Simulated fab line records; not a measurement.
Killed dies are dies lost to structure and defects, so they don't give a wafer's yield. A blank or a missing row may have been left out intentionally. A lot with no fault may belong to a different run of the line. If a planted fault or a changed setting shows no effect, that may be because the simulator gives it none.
fab line records	flow sky130
[record] lots = 7	wafers = 19	lastDay = 50
route steps=708 shown POLY_CUT@314 SD_P@320 RES_XHIGH@332 PAD_OPEN@708
lots that met no fault: taken from a fault-free run of the same line
startH: hours from the record's opening day to when the first of the lot's shown wafers began	waitH: hours from the lot's prior step to this one	" unchanged from the row above	L1.1+2: a single row standing in for several wafers	- no value, or no start given	* or withheld: withheld	< > ~ a bound
route shown NAME@n: a module of which the file shows steps, and the number in the route of the first	usual: average and standard deviation across the fault-free wafers	same: alike in all rows	chamber/n: place in a boat	sites: per-site readings	_std_site: standard deviation of those values	_edge_site: outer sites' mean less inner sites'	radiusMm: for every site, how far away it sits from the centre of the wafer	mask NAME#n: copy n	behind: the tool/chamber that last shaped the wafer	hold: reason for holding the lot/hours on hold/outcome of the hold	device: the transistor (n, p or np) that didn't switch	end of line: the tests these same wafers got at the end of their route	for a step that has no rows: nothing shown but its recipe	killed: the dies lost at the first sort to structure and to defects; this is not the yield of the wafer	map: a wafer's dies, marking killed ones x, the rest . and places with no die _
set.NAME: setting as actually run; set.NAME@STEP: the setting as run at that earlier step	model.NAME: the simulator's own value behind a step, which no gauge read
lots at some steps of the route; a table a step, a row a wafer
services: from which hour (startH, from the record's first day; less than 0 if before it) a tool's chamber was out of use, for how many hours, and why
[[steps]]
[step SKY_POLY_CUT_DEVELOP_07]
[recipe] developTimeS = 60	resist = KrF-thick	devTempC = 21
[step SKY_POLY_CUT_CD_MEAS_08]
[recipe] targetCdNm = 270
[usual] cdNm = 270.5/1.7
lot.wafer	tool	chamber	startH	waitH	cdNm
L721.2	cdSem-02	-	569.80	-	268.4
L721.3	"	-	"	"	267.8
L721.4	"	-	"	"	268.8
L723.2	cdSem-02	-	601.32	-	273.5
L723.4	"	-	"	"	273.9
L723.5	"	-	"	"	273.5
L731.2	cdSem-02	-	660.24	-	273.2
L731.4	"	-	"	"	272.3
L731.6	"	-	"	"	271.8
L730.3	cdSem-02	-	661.32	-	269.2
L730.4	"	-	"	"	269.5
L730.5	"	-	"	"	269.4
L738.2	cdSem-02	-	712.02	-	270.5
L738.6	"	-	"	"	268.9
L739.3	cdSem-01	-	714.81	-	267.7
L739.5	"	-	"	"	267.4
L740.2	cdSem-02	-	723.87	-	269.5
L740.3	"	-	"	"	270.0
L740.6	"	-	"	"	270.6
[step SKY_POLY_CUT_OVL_MEAS_09]
[usual] POLY_CUT_OVL = 2/4.6
lot.wafer	tool	chamber	startH	waitH	POLY_CUT_OVL[nm]
L721.2	overlay-02	-	569.90	0.1	6
L721.3	"	-	"	"	2
L721.4	"	-	"	"	1
L723.2	overlay-01	-	601.43	0.1	-2
L723.4	"	-	"	"	-1
L723.5	"	-	"	"	0
L731.2	overlay-01	-	660.35	0.1	5
L731.4	"	-	"	"	-5
L731.6	"	-	"	"	5
L730.3	overlay-02	-	661.41	0.1	5
L730.4	"	-	"	"	5
L730.5	"	-	"	"	4
L738.2	overlay-02	-	712.13	0.1	1
L738.6	"	-	"	"	4
L739.3	overlay-01	-	714.90	0.1	-1
L739.5	"	-	"	"	-8
L740.2	overlay-01	-	723.98	0.1	1
L740.3	"	-	"	"	4
L740.6	"	-	"	"	3
[step SKY_POLY_CUT_ETCH_10]
[recipe] chemistry = N2/H2	target = BARC	ionEnergyEv = 200	sourceW = 500	biasW = 100	pressureMtorr = 30	n2FlowSccm = 100	h2FlowSccm = 200	stopOn = SiO2	timeS = 45.9	targetDepthA = 600
[usual] drypumpMotorCurrentA = 5.6/0.33	oesProductAu = 0.855/0.0045	rfFwdPowerW = 495.0/2.1	throttleValvePct = 13.226/0.0079
lot.wafer	tool	chamber	startH	waitH	drypumpMotorCurrentA	oesProductAu	rfFwdPowerW	rfHoursCounterH	throttleValvePct
L721.2	rieDiel-04	3	569.93	0.0	5.9	0.858	497.3	4	13.226
L721.3	"	0	"	"	5.8	0.849	495.5	7	13.226
L721.4	"	2	"	"	5.6	0.859	496.7	5	13.234
L723.2	rieDiel-03	2	601.46	0.0	5.0	0.845	493.3	17	13.215
L723.4	"	2	"	"	5.0	0.855	492.5	-	13.232
L723.5	"	3	"	"	6.2	0.857	495.7	-	13.219
L731.2	rieDiel-03	2	660.38	0.0	5.0	0.850	491.1	18	13.245
L731.4	"	3	"	"	6.3	0.855	496.0	16	13.226
L731.6	"	0	"	"	5.6	0.859	491.9	-	13.233
L730.3	rieDiel-02	1	661.43	0.0	5.7	0.855	496.7	15	13.225
L730.4	"	2	"	"	5.2	0.851	494.1	1	13.231
L730.5	"	2	"	"	5.3	0.862	492.2	-	13.223
L738.2	rieDiel-04	0	712.16	0.0	5.7	0.862	492.3	9	13.226
L738.6	"	2	"	"	5.5	0.844	492.8	-	13.243
L739.3	rieDiel-03	3	714.92	0.0	6.2	0.853	494.8	18	13.223
L739.5	"	1	"	"	5.9	0.854	494.7	-	13.217
L740.2	rieDiel-02	3	724.01	0.0	5.2	0.858	495.4	3	13.215
L740.3	"	2	"	"	5.2	0.861	494.7	3	13.234
L740.6	"	2	"	"	5.2	0.855	494.2	-	13.227
[step SKY_POLY_CUT_ETCH_11]
[recipe] target = Si3N4	chemistry = CF4/CH2F2/Ar	stopOn = poly-Si	sourceW = 600	biasW = 150	pressureMtorr = 40	cf4FlowSccm = 40	ch2f2FlowSccm = 20	Ar_flow_sccm = 150	timeS = 42.5	targetDepthA = 600
[usual] drypumpMotorCurrentA = 5.6/0.33	oesProductAu = 0.831/0.0062	rfFwdPowerW = 593.4/2.6	throttleValvePct = 14.994/0.0092
lot.wafer	tool	chamber	startH	waitH	drypumpMotorCurrentA	oesProductAu	rfFwdPowerW	rfHoursCounterH	throttleValvePct
L721.2	rieDiel-04	3	569.98	0.0	5.9	0.836	593.5	4	14.995
L721.3	"	0	"	"	5.8	0.824	592.5	7	14.990
L721.4	"	2	"	"	5.6	0.828	595.1	5	14.986
L723.2	rieDiel-03	2	601.50	0.0	5.0	0.832	590.1	17	14.991
L723.4	"	2	"	"	5.0	0.837	590.0	-	14.989
L723.5	"	3	"	"	6.3	0.833	592.3	-	15.007
L731.2	rieDiel-03	2	660.42	0.0	5.0	0.819	589.1	18	14.989
L731.4	"	3	"	"	6.2	0.822	595.1	16	14.989
L731.6	"	0	"	"	5.7	0.816	590.9	-	14.973
L730.3	rieDiel-02	1	661.48	0.0	5.7	0.842	594.7	15	14.980
L730.4	"	2	"	"	5.2	0.839	594.1	2	15.008
L730.5	"	2	"	"	5.2	0.840	589.9	-	14.985
L738.2	rieDiel-04	0	712.20	0.0	5.8	0.821	596.5	9	14.986
L738.6	"	2	"	"	5.6	0.829	593.2	-	14.983
L739.3	rieDiel-03	3	714.97	0.0	6.2	0.844	598.0	18	15.001
L739.5	"	1	"	"	5.9	0.829	596.9	-	14.984
L740.2	rieDiel-02	3	724.05	0.0	5.1	0.833	591.8	3	15.004
L740.3	"	2	"	"	5.2	0.834	595.8	3	14.983
L740.6	"	2	"	"	5.2	0.829	594.3	-	15.000
[step SKY_POLY_CUT_STRIP_12]
[recipe] chemistry = O2/N2	powerW = 1400	pressureMtorr = 1500	platenTempC = withheld	o2FlowSccm = 3000	n2FlowSccm = 300	overashFraction = 0.5
[usual] drypumpMotorCurrentA = 5.8/0.46	oesProductAu = 0.452/0.0047	stripTimeToEndpointS = 5.354/0.02
lot.wafer	tool	chamber	startH	waitH	drypumpMotorCurrentA	oesProductAu	rfHoursCounterH	stripTimeToEndpointS
L721.2	plasmaAsher-03	0	570.02	0.0	6.0	0.454	14	5.358
L721.3	"	1	"	"	5.6	0.452	-	5.317
L721.4	"	0	"	"	6.0	0.451	-	5.365
L723.2	plasmaAsher-02	1	601.54	0.0	5.5	0.446	91	5.358
L723.4	"	1	"	"	5.5	0.455	-	5.387
L723.5	"	1	"	"	5.5	0.457	-	5.343
L731.2	plasmaAsher-02	1	660.46	0.0	5.5	0.454	97	5.359
L731.4	"	1	"	"	5.5	0.457	-	5.354
L731.6	"	1	"	"	5.5	0.447	-	5.358
L730.3	plasmaAsher-03	0	661.55	0.1	6.0	0.452	-	5.359
L730.4	"	1	"	"	5.6	0.455	-	5.376
L730.5	"	1	"	"	5.6	0.449	-	5.376
L738.2	plasmaAsher-03	1	712.24	0.0	5.6	0.456	28	5.360
L738.6	"	1	"	"	5.6	0.453	-	5.396
L739.3	plasmaAsher-04	0	715.04	0.1	6.6	0.450	-	5.369
L739.5	"	0	"	"	6.6	0.451	-	5.357
L740.2	plasmaAsher-04	0	724.09	0.0	6.6	0.453	54	5.356
L740.3	"	1	"	"	5.4	0.448	-	5.364
L740.6	"	1	"	"	5.4	0.450	-	5.367
[step SKY_SD_P_DEHYDRATE_00]
[recipe] tempC = 200	timeS = 60
[step SKY_SD_P_HMDS_01]
[recipe] primeTimeS = 60	primeTempC = 120
[step SKY_SD_P_COAT_02]
[recipe] resist = NOVOLAK	spinRpm = 3000	resistThkNm = 1140
[step SKY_SD_P_SOFTBAKE_03]
[recipe] tempC = 90	timeS = 60	resist = NOVOLAK
[step SKY_SD_P_EXPOSE_04]
[recipe] maskId = PSDM	na = 0.6	sourceShape = conventional	sigmaOuter = 0.6	polarization = unpolarized	targetCdNm = 380	doseMj = 138
[step SKY_SD_P_PEB_05]
[recipe] tempC = withheld	timeS = *	resist = NOVOLAK
[step SKY_SD_P_DEVELOP_06]
[recipe] resist = NOVOLAK	developer = TMAH	developTimeS = 60	devTempC = 23
[usual] exhaustPa = 45.0/0.87	resistLineTempC = 22.99/0.095
lot.wafer	tool	chamber	startH	waitH	exhaustPa	resistLineTempC
L721.2	lithoTrack-03	0	598.60	0.1	44.4	22.85
L721.3	"	0	"	"	43.8	22.93
L721.4	"	0	"	"	44.8	23.04
L723.2	lithoTrack-02	0	629.92	0.1	45.8	22.90
L723.4	"	0	"	"	45.6	22.96
L723.5	"	0	"	"	44.9	22.89
L731.2	lithoTrack-02	0	688.57	0.1	45.0	23.12
L731.4	"	0	"	"	46.1	22.89
L731.6	"	0	"	"	44.7	23.03
L730.3	lithoTrack-03	0	690.23	0.1	43.3	22.93
L730.4	"	0	"	"	44.2	22.90
L730.5	"	0	"	"	44.9	23.10
L738.2	lithoTrack-02	0	738.82	0.1	44.7	23.04
L738.6	"	0	"	"	45.4	23.13
L739.3	lithoTrack-02	0	741.89	0.1	45.2	22.95
L739.5	"	0	"	"	46.6	23.11
L740.2	lithoTrack-02	0	750.47	0.1	44.6	23.20
L740.3	"	0	"	"	45.3	23.09
L740.6	"	0	"	"	44.1	23.12
[step SKY_SD_P_OVL_MEAS_08]
[usual] SD_P_OVL = -0.1/1.3
lot.wafer	tool	chamber	startH	waitH	SD_P_OVL[nm]
L721.2	overlay-02	-	598.85	0.1	0.1
L721.3	"	-	"	"	0.5
L721.4	"	-	"	"	-0.2
L723.2	overlay-01	-	630.17	0.1	-0.9
L723.4	"	-	"	"	0.0
L723.5	"	-	"	"	-2.6
L731.2	overlay-01	-	688.82	0.1	-0.6
L731.4	"	-	"	"	-1.4
L731.6	"	-	"	"	-0.4
L730.3	overlay-02	-	690.46	0.1	0.8
L730.4	"	-	"	"	0.2
L730.5	"	-	"	"	-0.5
L738.2	overlay-02	-	739.07	0.1	-1.0
L738.6	"	-	"	"	-1.3
L739.3	overlay-02	-	742.12	0.1	2.1
L739.5	"	-	"	"	0.7
L740.2	overlay-01	-	750.72	0.1	-0.7
L740.3	"	-	"	"	-1.0
L740.6	"	-	"	"	-0.6
[step SKY_SD_P_IMPLANT_09]
[recipe] species = BF2	energyKev = 20	doseCm2 = 3e+15	tiltDeg = 0
[step SKY_SD_P_STRIP_10]
[recipe] chemistry = O2/N2	powerW = 1400	pressureMtorr = 1500	platenTempC = withheld	o2FlowSccm = 3000	n2FlowSccm = 300	overashFraction = 0.5
[usual] drypumpMotorCurrentA = 5.7/0.41	oesProductAu = 0.617/0.0036	stripTimeToEndpointS = 17.49/0.042
lot.wafer	tool	chamber	startH	waitH	drypumpMotorCurrentA	oesProductAu	rfHoursCounterH	stripTimeToEndpointS
L721.2	plasmaAsher-04	1	599.18	0.2	5.4	0.613	42	17.47
L721.3	"	0	"	"	6.6	0.617	-	17.46
L721.4	"	1	"	"	5.4	0.619	-	17.48
L723.2	plasmaAsher-01	1	630.35	0.1	5.9	0.617	82	17.51
L723.4	"	0	"	"	5.7	0.615	-	17.51
L723.5	"	0	"	"	5.7	0.620	-	17.53
L731.2	plasmaAsher-02	0	689.00	0.1	5.3	0.621	100	17.50
L731.4	"	1	"	"	5.5	0.622	-	17.52
L731.6	"	1	"	"	5.5	0.620	-	17.56
L730.3	plasmaAsher-02	1	690.67	0.1	5.4	0.621	-	17.53
L730.4	"	0	"	"	5.3	0.619	-	17.47
L730.5	"	0	"	"	5.3	0.614	-	17.53
L738.2	plasmaAsher-01	1	739.25	0.1	5.9	0.624	94	17.55
L738.6	"	1	"	"	5.9	0.621	-	17.54
L739.3	plasmaAsher-04	1	742.33	0.1	5.4	0.616	-	17.53
L739.5	"	1	"	"	5.4	0.614	-	17.53
L740.2	plasmaAsher-02	1	750.90	0.1	5.5	0.610	1	17.45
L740.3	"	0	"	"	5.4	0.620	-	17.47
L740.6	"	0	"	"	5.4	0.616	-	17.47
[step SKY_SD_P_TW_MEAS_11]
[usual] SD_P_TW = 2809/28
lot.wafer	tool	chamber	startH	waitH	SD_P_TW
L721.2	filmMetro-04	-	599.35	0.1	2837
L721.3	"	-	"	"	2824
L721.4	"	-	"	"	2841
L723.2	filmMetro-04	-	630.46	0.1	2837
L723.4	"	-	"	"	2854
L723.5	"	-	"	"	2843
L731.2	filmMetro-04	-	689.11	0.1	2835
L731.4	"	-	"	"	2838
L731.6	"	-	"	"	2823
L730.3	filmMetro-04	-	690.75	0.1	2850
L730.4	"	-	"	"	2832
L730.5	"	-	"	"	2861
L738.2	filmMetro-01	-	739.36	0.1	29
L738.6	"	-	"	"	2771
L739.3	filmMetro-01	-	742.42	0.1	30
L739.5	"	-	"	"	2767
L740.2	filmMetro-01	-	751.01	0.1	29
L740.3	"	-	"	"	29
L740.6	"	-	"	"	2754
[step SKY_RES_XHIGH_DEHYDRATE_00]
[recipe] tempC = 200	timeS = 60
[step SKY_PAD_OPEN_PROBE_99]
[usual] killed_at_M0_to_M3 = 44/7.7	killed_at_M4_up = 3.0/1.9	killedAtContacts = 25/5.6	killedAtFrontEnd = 15/4.6	killedAtOther = 0.3/0.47	killedDies = 86/9.9	killedOnRim = 17/3.6	killedOpen = 47/7.4	killedShort = 39/5.9
[same] grossDies = 492	killedAtBackSide = 0
lot.wafer	tool	chamber	startH	waitH	killed_at_M0_to_M3	killed_at_M4_up	killedAtContacts	killedAtFrontEnd	killedAtOther	killedDies	killedOnRim	killedOpen	killedShort
L721.2	prober-02	-	1086.95	0.1	32	1	25	20	0	78	17	50	28
L721.3	prober-02	-	1087.00	0.2	43	4	21	10	0	78	16	42	36
L721.4	prober-02	-	1087.05	0.2	50	4	29	14	0	97	22	51	46
L731.2	prober-02	-	1146.61	0.1	40	4	30	17	0	91	17	47	44
L731.4	prober-02	-	1146.71	0.2	45	1	21	24	2	93	22	46	47
L731.6	prober-02	-	1146.81	0.2	31	5	35	17	0	88	20	57	31
L730.3	prober-01	-	1151.96	0.2	30	2	17	12	0	61	14	41	20
L730.4	prober-01	-	1152.01	0.2	33	3	28	13	0	77	15	48	29
L730.5	prober-01	-	1152.06	0.2	35	5	22	13	0	75	14	51	24
L738.2	prober-02	-	1179.77	0.1	45	2	19	426	0	492	96	36	38
L738.6	prober-02	-	1179.97	0.2	50	0	21	16	0	87	17	46	41
L740.2	prober-02	-	1189.96	0.1	39	2	36	415	0	492	96	43	47
L740.3	prober-02	-	1190.01	0.2	43	4	22	423	0	492	96	51	40
// killed by level:class
L721.2 CONTACT:geometricParticle:open=12 LI_CONTACT:geometricParticle:open=7 FIELD_ISO:geometricParticle:open=6 VIA1:geometricParticle:short=6 VIA2:geometricParticle:open=5 VIA3:geometricParticle:open=5 POLY_CUT:geometricParticle:open=4 LOCAL_INTERCONNECT:geometricParticle:short=4
L721.3 VIA1:geometricParticle:open=11 CONTACT:geometricParticle:open=10 METAL1:geometricParticle:short=6 VIA3:geometricParticle:open=6 VIA3:geometricParticle:short=5 LI_CONTACT:geometricParticle:open=4 FIELD_ISO:geometricParticle:open=3 POLY_GATE:geometricParticle:short=3
L721.4 CONTACT:geometricParticle:open=12 VIA1:geometricParticle:open=12 METAL1:geometricParticle:short=10 POLY_GATE:geometricParticle:open=7 LI_CONTACT:geometricParticle:open=6 METAL2:geometricParticle:short=6 CONTACT:geometricParticle:short=5 VIA1:geometricParticle:short=5
L731.2 CONTACT:geometricParticle:open=15 CONTACT:geometricParticle:short=10 VIA1:geometricParticle:open=9 VIA3:geometricParticle:open=6 POLY_GATE:geometricParticle:short=5 VIA1:geometricParticle:short=5 METAL2:geometricParticle:short=5 FIELD_ISO:geometricParticle:open=4
L731.4 VIA1:geometricParticle:open=12 POLY_GATE:geometricParticle:open=9 POLY_GATE:geometricParticle:short=7 VIA1:geometricParticle:short=6 CONTACT:geometricParticle:short=5 METAL3:geometricParticle:short=5 LOCAL_INTERCONNECT:geometricParticle:short=5 VIA3:geometricParticle:open=5
L731.6 VIA1:geometricParticle:open=11 LI_CONTACT:geometricParticle:open=10 CONTACT:geometricParticle:open=10 CONTACT:geometricParticle:short=9 VIA2:geometricParticle:open=7 POLY_GATE:geometricParticle:open=5 POLY_GATE:geometricParticle:short=4 SPACER:geometricParticle:open=3
L730.3 CONTACT:geometricParticle:open=8 LI_CONTACT:geometricParticle:open=8 VIA2:geometricParticle:open=7 VIA3:geometricParticle:open=6 METAL1:geometricParticle:short=6 FIELD_ISO:geometricParticle:open=3 FIELD_ISO:geometricParticle:short=3 POLY_GATE:geometricParticle:open=3
L730.4 CONTACT:geometricParticle:open=18 VIA1:geometricParticle:open=7 VIA3:geometricParticle:open=6 METAL2:geometricParticle:short=6 LI_CONTACT:geometricParticle:open=5 FIELD_ISO:geometricParticle:short=4 FIELD_ISO:geometricParticle:open=3 POLY_GATE:geometricParticle:open=3
L730.5 LI_CONTACT:geometricParticle:open=9 VIA1:geometricParticle:open=8 CONTACT:geometricParticle:open=8 VIA3:geometricParticle:open=7 VIA2:geometricParticle:open=7 FIELD_ISO:geometricParticle:open=5 METAL4:geometricParticle:short=5 METAL1:geometricParticle:short=4
L738.2 SD_P:areaDevelop=418 VIA1:geometricParticle:open=16 VIA1:geometricParticle:short=7 CONTACT:geometricParticle:open=6 VIA2:geometricParticle:open=6 CONTACT:geometricParticle:short=5 VIA2:geometricParticle:short=5 METAL3:geometricParticle:short=4
L738.6 CONTACT:geometricParticle:open=9 VIA2:geometricParticle:open=8 VIA1:geometricParticle:short=7 VIA1:geometricParticle:open=7 VIA3:geometricParticle:open=6 POLY_GATE:geometricParticle:short=5 LI_CONTACT:geometricParticle:open=5 VIA3:geometricParticle:short=5
L740.2 SD_P:areaDevelop=402 CONTACT:geometricParticle:open=12 CONTACT:geometricParticle:short=9 VIA2:geometricParticle:open=7 LI_CONTACT:geometricParticle:open=6 VIA3:geometricParticle:open=6 FIELD_ISO:geometricParticle:short=5 LOCAL_INTERCONNECT:geometricParticle:short=5
L740.3 SD_P:areaDevelop=401 VIA1:geometricParticle:open=11 FIELD_ISO:geometricParticle:open=7 VIA2:geometricParticle:open=7 CONTACT:geometricParticle:open=6 LI_CONTACT:geometricParticle:open=6 POLY_GATE:geometricParticle:open=5 CONTACT:geometricParticle:short=5
// map L738.2 (x killed, . not)
__________xxxxxxxxxx_________
________xxxxxxxxxxxxxx_______
______xxxxxxxxxxxxxxxxxx_____
_____xxxxxxxxxxxxxxxxxxxx____
____xxxxxxxxxxxxxxxxxxxxxx___
___xxxxxxxxxxxxxxxxxxxxxxxx__
__xxxxxxxxxxxxxxxxxxxxxxxxxx_
_xxxxxxxxxxxxxxxxxxxxxxxxxxxx
_xxxxxxxxxxxxxxxxxxxxxxxxxxxx
_xxxxxxxxxxxxxxxxxxxxxxxxxxxx
_xxxxxxxxxxxxxxxxxxxxxxxxxxxx
_xxxxxxxxxxxxxxxxxxxxxxxxxxxx
_xxxxxxxxxxxxxxxxxxxxxxxxxxxx
_xxxxxxxxxxxxxxxxxxxxxxxxxxxx
_xxxxxxxxxxxxxxxxxxxxxxxxxxxx
__xxxxxxxxxxxxxxxxxxxxxxxxxx_
___xxxxxxxxxxxxxxxxxxxxxxxx__
____xxxxxxxxxxxxxxxxxxxxxx___
_____xxxxxxxxxxxxxxxxxxxx____
______xxxxxxxxxxxxxxxxxx_____
________xxxxxxxxxxxxxx_______
__________xxxxxxxxxx_________
// map L740.2 (x killed, . not)
__________xxxxxxxxxx_________
________xxxxxxxxxxxxxx_______
______xxxxxxxxxxxxxxxxxx_____
_____xxxxxxxxxxxxxxxxxxxx____
____xxxxxxxxxxxxxxxxxxxxxx___
___xxxxxxxxxxxxxxxxxxxxxxxx__
__xxxxxxxxxxxxxxxxxxxxxxxxxx_
_xxxxxxxxxxxxxxxxxxxxxxxxxxxx
_xxxxxxxxxxxxxxxxxxxxxxxxxxxx
_xxxxxxxxxxxxxxxxxxxxxxxxxxxx
_xxxxxxxxxxxxxxxxxxxxxxxxxxxx
_xxxxxxxxxxxxxxxxxxxxxxxxxxxx
_xxxxxxxxxxxxxxxxxxxxxxxxxxxx
_xxxxxxxxxxxxxxxxxxxxxxxxxxxx
_xxxxxxxxxxxxxxxxxxxxxxxxxxxx
__xxxxxxxxxxxxxxxxxxxxxxxxxx_
___xxxxxxxxxxxxxxxxxxxxxxxx__
____xxxxxxxxxxxxxxxxxxxxxx___
_____xxxxxxxxxxxxxxxxxxxx____
______xxxxxxxxxxxxxxxxxx_____
________xxxxxxxxxxxxxx_______
__________xxxxxxxxxx_________
[[services]]
tool	chamber	startH	hours	kind
rieDiel-02	2	556.70	-	clean
rieDiel-02	2	556.70	30.9	scheduledDown
rieDiel-03	-	572.54	1.4	repair
rieDiel-03	3	587.73	8.7	repair
rieDiel-04	0	593.29	18.3	repair
rieDiel-03	1	595.48	6.3	repair
rieDiel-04	-	596.74	0.6	repair
rieDiel-04	3	606.90	3.2	repair
plasmaAsher-01	-	608.61	1.0	repair
plasmaAsher-02	-	657.29	1.4	repair
rieDiel-02	1	669.32	3.1	repair
plasmaAsher-04	-	688.12	7.9	repair
rieDiel-02	2	690.47	8.0	repair
rieDiel-04	1	697.48	1.6	repair
plasmaAsher-03	-	714.82	41.4	repair
rieDiel-02	-	727.50	2.8	pm
rieDiel-02	-	732.92	0.5	repair
plasmaAsher-02	-	733.75	9.0	pm
plasmaAsher-02	0	733.75	9.0	ventCycle
plasmaAsher-02	1	733.75	9.0	ventCycle
rieDiel-03	-	734.95	5.1	repair
rieDiel-04	3	738.80	15.7	repair
plasmaAsher-02	0	742.75	-	clean
plasmaAsher-02	1	742.75	-	clean
[[key]]
[firstSign] step = SKY_SD_P_TW_MEAS_11	reading = SD_P_TW	direction = down	sigmas = 99	usual = 2809	struck = 29
[effect] step = SKY_PAD_OPEN_PROBE_99	reading = killedAtFrontEnd	direction = up	sigmas = 89	usual = 15	struck = 421
[moreKillsBornAt] SKY_SD_P_DEVELOP_06@lithoTrack-02 = 1221
metAt SKY_SD_P_DEVELOP_06
struckWafers L738.2,L739.3,L740.2,L740.3
sortLeftOut L739.3
testerLeftOut L738,L739,L740
onsetBetween 688.57 738.82
[fault] kind = processParameterDrift	tool = lithoTrack-02	chamber = -	onsetH = 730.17	steps = SKY_SD_P_DEVELOP_06	channel = developTimeS	offset = *	shape = step	endH = 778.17	scope = struckWafersOnly	actsIn = *	stated = *
// testerLeftOut: of these lots the tester's yield and bins aren't shown, on N5 and GAA mostly nor the transistor test; their killed dies are dies lost to structure and defects alone, not to doping, threshold or leakage, so they don't give the yield
// sortLeftOut: the simulated sort isn't trusted on such a fault, so these wafers' sort isn't shown, and their yield isn't known
